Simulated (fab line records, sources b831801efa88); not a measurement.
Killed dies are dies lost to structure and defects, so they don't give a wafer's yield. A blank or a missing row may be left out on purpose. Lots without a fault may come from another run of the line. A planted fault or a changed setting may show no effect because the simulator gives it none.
Which tool did it? | flow gf180mcu | 14 lots, 42 wafers sampled, at 4 steps of a route of 602

WHAT THE GAUGES READ, wafer by wafer
GF_TOP_METAL_OVL_MEAS_15.
lot  | measured     | on         | TOP_METAL_OVL (nm)
L973 | day 27 20:35 | overlay-02 | 1.8 2.8 2.1
L974 | day 28 11:43 | overlay-02 | -0.3 -1.5 -1.2
L975 | day 28 13:55 | overlay-01 | -0.1 1.1 1.3
L976 | day 28 19:40 | overlay-02 | -0.8 -1.9 0.3
L977 | day 29 07:02 | overlay-02 | 0.0 1.5 0.1
L978 | day 29 18:50 | overlay-01 | 0.6 0.7 0.7
L979 | day 30 07:13 | overlay-01 | -2.1 -1.1 -1.1
L980 | day 30 09:08 | overlay-01 | 1.4 0.5 0.6
L981 | day 30 10:22 | overlay-02 | -2.0 1.3 -0.5
L983 | day 31 03:25 | overlay-01 | 0.1 -2.0 -1.2
L985 | day 31 13:52 | overlay-01 | -0.2 -1.7 1.2
L986 | day 31 21:28 | overlay-02 | 0.5 -0.2 0.2
L990 | day 32 20:23 | overlay-02 | -0.4 1.4 0.4
L991 | day 33 02:49 | overlay-01 | 0.9 -1.0 -2.5

WHICH TOOL RAN EACH LOT (tool, then ch and the chambers of the sampled wafers, then the start)
lot  | GF_CONTACT_CVD_00                | GF_M5_METAL_ETCH_10               | GF_V5_CVD_23
L973 | hdpcvd-01 ch 1,2, day 15 01:20   | rie_metal-02 ch 0,1, day 26 00:32 | cvd_w-01 ch 0,1, day 26 23:41
L974 | hdpcvd-02 ch 1,2, day 15 09:55   | rie_metal-01 ch 0,1, day 26 18:19 | cvd_w-02 ch 0,1, day 27 16:01
L975 | hdpcvd-01 ch 0,1, day 15 17:53   | rie_metal-02 ch 0,1, day 26 18:47 | cvd_w-02 ch 0,1, day 27 17:14
L976 | hdpcvd-02 ch 0,2, day 16 03:04   | rie_metal-04 ch 0,1, day 27 01:38 | cvd_w-02 ch 0,1, day 27 23:52
L977 | hdpcvd-02 ch 0,1, day 16 16:53   | rie_metal-04 ch 0,1, day 27 13:56 | cvd_w-01 ch 0,1, day 28 11:29
L978 | hdpcvd-01 ch 1,2, day 17 04:08   | rie_metal-01 ch 0,1, day 28 01:46 | cvd_w-01 ch 0,1, day 28 23:00
L979 | hdpcvd-01 ch 0,1, day 17 15:08   | rie_metal-01 ch 0,1, day 28 13:20 | cvd_w-01 ch 0,1, day 29 10:45
L980 | hdpcvd-02 ch 0,1, day 17 19:40   | rie_metal-04 ch 0,1, day 28 17:02 | cvd_w-02 ch 0,1, day 29 14:26
L981 | hdpcvd-01 ch 0,1, day 18 00:26   | rie_metal-02 ch 0,1, day 28 17:20 | cvd_w-01 ch 0,1, day 29 14:40
L983 | hdpcvd-01 ch 0,1,2, day 18 20:37 | rie_metal-02 ch 0, day 29 11:26   | cvd_w-02 ch 0, day 30 08:23
L985 | hdpcvd-01 ch 0,1,2, day 19 11:10 | rie_metal-01 ch 1, day 29 23:41   | cvd_w-02 ch 0, day 30 19:42
L986 | hdpcvd-02 ch 0,1,2, day 19 21:08 | rie_metal-02 ch 0,1, day 30 07:53 | cvd_w-02 ch 0,1, day 31 03:43
L990 | hdpcvd-01 ch 0,1,2, day 21 08:15 | rie_metal-01 ch 0,1, day 31 08:44 | cvd_w-02 ch 0,1, day 32 03:44
L991 | hdpcvd-01 ch 0,1,2, day 21 17:19 | rie_metal-04 ch 0,1, day 31 15:02 | cvd_w-02 ch 0,1, day 32 10:20
- GF_CONTACT_CVD_00: deposits SiO2, target thk 300 nm, time 50 s.
- GF_M5_METAL_ETCH_10: etches the open film in Cl2/BCl3, stops on SiO2, target depth 627.5 nm, time 104.6 s.
- GF_V5_CVD_23: deposits W, target thk 350 nm, time 104.9 s.

WHAT THE TOOLS THEMSELVES READ (means of the sampled wafers that have a number; where no wafer has one, the mark that the record gives instead)
GF_M5_METAL_ETCH_10.
lot  | tool         | drypump_motor_current_A (A) | he_backside_leak_sccm (sccm) | oes_product_au (a.u.) | throttle_valve_pct (%)
L973 | rie_metal-02 | 5.9                         | 3.46                         | 0.976                 | 28.242
L974 | rie_metal-01 | 5.8                         | 3.38                         | 0.973                 | 28.246
L975 | rie_metal-02 | 5.7                         | 3.46                         | 0.977                 | 28.246
L976 | rie_metal-04 | 5.3                         | 3.61                         | 0.982                 | 28.229
L977 | rie_metal-04 | 5.5                         | 3.35                         | 0.970                 | 28.253
L978 | rie_metal-01 | 5.8                         | 3.28                         | 0.980                 | 28.233
L979 | rie_metal-01 | 5.8                         | 3.35                         | 0.979                 | 28.243
L980 | rie_metal-04 | 5.5                         | 3.33                         | 0.979                 | 28.238
L981 | rie_metal-02 | 6.0                         | 3.49                         | 0.980                 | 28.257
L983 | rie_metal-02 | 5.4                         | 3.31                         | 0.983                 | 28.243
L985 | rie_metal-01 | 5.8                         | 3.24                         | 0.982                 | 28.242
L986 | rie_metal-02 | 5.9                         | 3.43                         | 0.972                 | 28.246
L990 | rie_metal-01 | 5.8                         | 3.19                         | 0.980                 | 28.247
L991 | rie_metal-04 | 5.3                         | 3.24                         | 0.977                 | 28.256

GF_V5_CVD_23.
lot  | tool     | heater_power_outer_w (W) | heater_power_w (W)
L973 | cvd_w-01 | 474                      | 812
L974 | cvd_w-02 | 473                      | 786
L975 | cvd_w-02 | 470                      | 810
L976 | cvd_w-02 | 449                      | 766
L977 | cvd_w-01 | 480                      | 818
L978 | cvd_w-01 | 480                      | 813
L979 | cvd_w-01 | 487                      | 794
L980 | cvd_w-02 | 454                      | 766
L981 | cvd_w-01 | 480                      | 832
L983 | cvd_w-02 | 426                      | 729
L985 | cvd_w-02 | 441                      | 741
L986 | cvd_w-02 | 461                      | 795
L990 | cvd_w-02 | 456                      | 765
L991 | cvd_w-02 | 468                      | 790

THE ANSWER, worked out from the rows above alone
Rule: what is usual is taken from the lots themselves. Put in order of their means at a reading, lots are off if they are a third of the lots or fewer, leave a main group of 4 or more, and stand apart from it by a gap of 3 or more times the standard deviation of the main group's means; of several such gaps the widest counts. A main group whose means are all the same, to the digits that the tables above print for the reading, isn't used. A lot without any number at a reading at which 4 lots or more have one is off too. The other lots that the step has rows for count as sound. The gauges are gone through in route order, then the tools' own readings, and for those a lot's mean is taken as printed above. The first step at which some lot is off is used, and at that step the reading that is off furthest; a lot without a number counts as furthest.
No lot is off at any reading shown: from this, nothing can be told.

WHAT THE SIMULATOR HAD PUT IN
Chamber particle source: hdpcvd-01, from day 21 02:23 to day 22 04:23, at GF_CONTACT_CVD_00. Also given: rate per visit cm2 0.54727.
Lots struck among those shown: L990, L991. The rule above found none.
